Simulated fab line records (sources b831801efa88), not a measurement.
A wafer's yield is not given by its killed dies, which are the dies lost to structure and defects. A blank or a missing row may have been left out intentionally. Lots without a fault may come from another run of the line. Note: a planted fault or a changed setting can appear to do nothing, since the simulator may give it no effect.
Which tool is to blame? / flow sky130 / 12 lots with 36 wafers sampled at 5 steps, on a route of 708 steps

## WHAT THE GAUGES READ, wafer by wafer
SKY_METAL1_THK_MEAS_06: measures by xrf. Usual: METAL1_ALCU_THK gives 252.7 nm (standard deviation 2.9).
lot=L677; measured=day 31 10:58; on=filmMetro-02; METAL1_ALCU_THK (nm)=248.7 253.3 253.5; flag=
lot=L678; measured=day 31 21:17; on=filmMetro-04; METAL1_ALCU_THK (nm)=248.5 251.3 246.5; flag=
lot=L679; measured=day 32 08:55; on=filmMetro-01; METAL1_ALCU_THK (nm)=251.3 251.9 251.3; flag=
lot=L680; measured=day 32 09:10; on=filmMetro-01; METAL1_ALCU_THK (nm)=252.9 250.6 257.9; flag=
lot=L681; measured=day 32 17:40; on=filmMetro-04; METAL1_ALCU_THK (nm)=253.3 247.0 250.2; flag=
lot=L685; measured=day 33 22:25; on=filmMetro-02; METAL1_ALCU_THK (nm)=255.3 251.6 253.9; flag=
lot=L686; measured=day 34 15:19; on=filmMetro-02; METAL1_ALCU_THK (nm)=255.5 251.0 256.2; flag=
lot=L692; measured=day 37 22:45; on=filmMetro-04; METAL1_ALCU_THK (nm)=249.0 253.0 254.7; flag=
lot=L695; measured=day 38 02:07; on=filmMetro-04; METAL1_ALCU_THK (nm)=248.8 253.4 255.4; flag=
lot=L696; measured=day 38 04:38; on=filmMetro-02; METAL1_ALCU_THK (nm)=252.3 250.4 255.4; flag=
lot=L694; measured=day 38 05:04; on=filmMetro-04; METAL1_ALCU_THK (nm)=256.9 254.5 258.6; flag=
lot=L697; measured=day 38 07:21; on=filmMetro-04; METAL1_ALCU_THK (nm)=249.5 254.2 250.0; flag=

SKY_METAL1_CD_MEAS_15: target cd 140 nm. Usual: cdNm 139.8 nm, standard deviation 1.7.
lot=L677; measured=day 32 13:52; on=cdSem-02; cdNm (nm)=141.4 142.1 142.7; flag=
lot=L678; measured=day 33 00:17; on=cdSem-02; cdNm (nm)=137.9 139.1 139.1; flag=
lot=L679; measured=day 33 11:22; on=cdSem-02; cdNm (nm)=140.6 139.8 140.4; flag=
lot=L680; measured=day 33 11:44; on=cdSem-01; cdNm (nm)=143.5 141.3 141.8; flag=
lot=L681; measured=day 33 20:36; on=cdSem-01; cdNm (nm)=138.2 139.7 140.4; flag=
lot=L685; measured=day 35 00:42; on=cdSem-01; cdNm (nm)=139.4 140.5 141.9; flag=
lot=L686; measured=day 35 17:55; on=cdSem-01; cdNm (nm)=139.6 139.1 138.3; flag=
lot=L692; measured=day 38 19:38; on=cdSem-02; cdNm (nm)=136.8 138.1 138.2; flag=
lot=L695; measured=day 39 02:31; on=cdSem-02; cdNm (nm)=142.7 141.7 142.4; flag=
lot=L696; measured=day 39 04:43; on=cdSem-02; cdNm (nm)=137.2 137.5 137.2; flag=
lot=L694; measured=day 39 05:43; on=cdSem-02; cdNm (nm)=139.3 139.9 137.8; flag=
lot=L697; measured=day 39 07:56; on=cdSem-02; cdNm (nm)=135.9 134.6 136.0; flag=

SKY_VIA1_THK_MEAS_01. Usual: VIA1_HDPCVD_THK gives 1032 nm (standard deviation 11).
lot=L677; measured=day 32 15:07; on=filmMetro-04; VIA1_HDPCVD_THK (nm)=1047 1045 1037; flag=
lot=L678; measured=day 33 01:34; on=filmMetro-03; VIA1_HDPCVD_THK (nm)=1052 1040 1047; flag=
lot=L679; measured=day 33 12:25; on=filmMetro-01; VIA1_HDPCVD_THK (nm)=1005 1026 1035; flag=
lot=L680; measured=day 33 12:46; on=filmMetro-04; VIA1_HDPCVD_THK (nm)=1037 1039 1028; flag=
lot=L681; measured=day 33 21:38; on=filmMetro-03; VIA1_HDPCVD_THK (nm)=1014 1027 1026; flag=
lot=L685; measured=day 35 01:43; on=filmMetro-01; VIA1_HDPCVD_THK (nm)=1038 1029 1039; flag=
lot=L686; measured=day 35 19:10; on=filmMetro-04; VIA1_HDPCVD_THK (nm)=1039 1023 1031; flag=
lot=L692; measured=day 38 20:40; on=filmMetro-01; VIA1_HDPCVD_THK (nm)=842 835 838; flag=OFF
lot=L695; measured=day 39 03:37; on=filmMetro-01; VIA1_HDPCVD_THK (nm)=1030 1026 1023; flag=
lot=L696; measured=day 39 05:51; on=filmMetro-01; VIA1_HDPCVD_THK (nm)=824 828 840; flag=OFF
lot=L694; measured=day 39 07:00; on=filmMetro-04; VIA1_HDPCVD_THK (nm)=835 833 847; flag=OFF
lot=L697; measured=day 39 09:00; on=filmMetro-01; VIA1_HDPCVD_THK (nm)=1027 1026 1025; flag=

## EACH LOT AND THE TOOL THAT RAN IT (in order: tool; ch and the chambers of the sampled wafers; start)
lot=L677; SKY_METAL1_DESCUM_17=rieMetal-02 ch 0, day 32 14:01; SKY_VIA1_HDPCVD_00=hdpcvd-02 ch 0,1,2, day 32 15:01
lot=L678; SKY_METAL1_DESCUM_17=rieMetal-01 ch 0, day 33 00:26; SKY_VIA1_HDPCVD_00=hdpcvd-02 ch 1,2, day 33 01:24
lot=L679; SKY_METAL1_DESCUM_17=rieMetal-02 ch 0,1, day 33 11:31; SKY_VIA1_HDPCVD_00=hdpcvd-01 ch 0,1, day 33 12:18
lot=L680; SKY_METAL1_DESCUM_17=rieMetal-03 ch 1, day 33 11:52; SKY_VIA1_HDPCVD_00=hdpcvd-02 ch 0,1, day 33 12:39
lot=L681; SKY_METAL1_DESCUM_17=rieMetal-02 ch 0,1, day 33 20:44; SKY_VIA1_HDPCVD_00=hdpcvd-01 ch 1,2, day 33 21:30
lot=L685; SKY_METAL1_DESCUM_17=rieMetal-03 ch 0,1, day 35 00:50; SKY_VIA1_HDPCVD_00=hdpcvd-01 ch 0,1, day 35 01:35
lot=L686; SKY_METAL1_DESCUM_17=rieMetal-02 ch 0, day 35 18:02; SKY_VIA1_HDPCVD_00=hdpcvd-01 ch 0,1,2, day 35 19:04
lot=L692; SKY_METAL1_DESCUM_17=rieMetal-03 ch 1, day 38 19:46; SKY_VIA1_HDPCVD_00=hdpcvd-02 ch 0,1,2, day 38 20:33
lot=L695; SKY_METAL1_DESCUM_17=rieMetal-03 ch 0, day 39 02:40; SKY_VIA1_HDPCVD_00=hdpcvd-01 ch 0,2, day 39 03:29
lot=L696; SKY_METAL1_DESCUM_17=rieMetal-03 ch 0,1, day 39 04:52; SKY_VIA1_HDPCVD_00=hdpcvd-02 ch 0,1,2, day 39 05:44
lot=L694; SKY_METAL1_DESCUM_17=rieMetal-01 ch 0, day 39 05:52; SKY_VIA1_HDPCVD_00=hdpcvd-02 ch 0,1,2, day 39 06:53
lot=L697; SKY_METAL1_DESCUM_17=rieMetal-02 ch 1, day 39 08:05; SKY_VIA1_HDPCVD_00=hdpcvd-01 ch 0,1,2, day 39 08:52
- SKY_METAL1_DESCUM_17: chemistry O2, time 8 s.
- SKY_VIA1_HDPCVD_00: deposits SiO2, target thk 1030 nm, time 171.7 s.

## AS READ BY THE TOOLS THEMSELVES (means over the sampled wafers that have a number; for cases with no such wafer, the mark the record gives instead)
SKY_METAL1_DESCUM_17. Usual: drypumpMotorCurrentA 5.9 A, standard deviation 0.42; oesProductAu 0.999 a.u., standard deviation 0.015.
lot=L677; tool=rieMetal-02; drypumpMotorCurrentA (A)=5.5; oesProductAu (a.u.)=0.982; flag=
lot=L678; tool=rieMetal-01; drypumpMotorCurrentA (A)=6.3; oesProductAu (a.u.)=1.034; flag=
lot=L679; tool=rieMetal-02; drypumpMotorCurrentA (A)=5.6; oesProductAu (a.u.)=0.990; flag=
lot=L680; tool=rieMetal-03; drypumpMotorCurrentA (A)=5.9; oesProductAu (a.u.)=0.987; flag=
lot=L681; tool=rieMetal-02; drypumpMotorCurrentA (A)=5.6; oesProductAu (a.u.)=0.998; flag=
lot=L685; tool=rieMetal-03; drypumpMotorCurrentA (A)=6.0; oesProductAu (a.u.)=0.989; flag=
lot=L686; tool=rieMetal-02; drypumpMotorCurrentA (A)=5.5; oesProductAu (a.u.)=0.994; flag=
lot=L692; tool=rieMetal-03; drypumpMotorCurrentA (A)=5.8; oesProductAu (a.u.)=0.991; flag=
lot=L695; tool=rieMetal-03; drypumpMotorCurrentA (A)=6.4; oesProductAu (a.u.)=0.992; flag=
lot=L696; tool=rieMetal-03; drypumpMotorCurrentA (A)=6.0; oesProductAu (a.u.)=0.986; flag=
lot=L694; tool=rieMetal-01; drypumpMotorCurrentA (A)=6.3; oesProductAu (a.u.)=1.017; flag=
lot=L697; tool=rieMetal-02; drypumpMotorCurrentA (A)=5.7; oesProductAu (a.u.)=1.008; flag=

SKY_VIA1_HDPCVD_00. Usual: sih4FlowSccm 60.00 sccm, standard deviation 0.16.
lot=L677; tool=hdpcvd-02; sih4FlowSccm (sccm)=59.92; flag=
lot=L678; tool=hdpcvd-02; sih4FlowSccm (sccm)=59.96; flag=
lot=L679; tool=hdpcvd-01; sih4FlowSccm (sccm)=59.92; flag=
lot=L680; tool=hdpcvd-02; sih4FlowSccm (sccm)=59.99; flag=
lot=L681; tool=hdpcvd-01; sih4FlowSccm (sccm)=59.85; flag=
lot=L685; tool=hdpcvd-01; sih4FlowSccm (sccm)=60.22; flag=
lot=L686; tool=hdpcvd-01; sih4FlowSccm (sccm)=60.11; flag=
lot=L692; tool=hdpcvd-02; sih4FlowSccm (sccm)=48.05; flag=OFF
lot=L695; tool=hdpcvd-01; sih4FlowSccm (sccm)=59.99; flag=
lot=L696; tool=hdpcvd-02; sih4FlowSccm (sccm)=48.26; flag=OFF
lot=L694; tool=hdpcvd-02; sih4FlowSccm (sccm)=47.80; flag=OFF
lot=L697; tool=hdpcvd-01; sih4FlowSccm (sccm)=59.95; flag=

## THE ANSWER, worked out from the rows above alone
Rule: lot off if the mean of its wafers having a number is beyond 3 standard deviations from the usual mean. A lot without any number at a reading at which 4 lots or more have one is off too. The other lots that the step has rows for count as sound. After the gauges, taken in route order, come the tools' own readings; for these a lot's mean is taken, as printed above. The first step at which some lot is off is used, and at that step the reading that is off furthest; a lot without a number counts as furthest.
Off: L692, L696, L694, seen at SKY_VIA1_THK_MEAS_01 (VIA1_HDPCVD_THK).
If a tool, at a process step before that reading, ran all the lots that are off and no sound lot after the first of them, it fits. The gauges at SKY_VIA1_THK_MEAS_01 aren't tried: what is off there is off at SKY_VIA1_HDPCVD_00 too, on other tools, and a gauge's error can't cause that. One fits: SKY_VIA1_HDPCVD_00 on hdpcvd-02. A fault onset in the window from L680 (day 33 12:39, its last sound lot) to L692 (day 38 20:33, its first lot off) fits.
On the lots that are off, the tool's own readings at SKY_VIA1_HDPCVD_00 differ by more than 5 times the standard deviation of the sound lots' means, which bears it out; sih4FlowSccm reads 48.04 sccm there versus 59.99 sccm on the sound lots.

## WHAT HAD BEEN PUT IN BY THE SIMULATOR
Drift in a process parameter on hdpcvd-02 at SKY_VIA1_HDPCVD_00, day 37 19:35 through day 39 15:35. Setting sih4FlowSccm, moved by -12, from 60. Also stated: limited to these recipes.
Lots struck among those shown: L692, L696, L694. The rule above found the same.
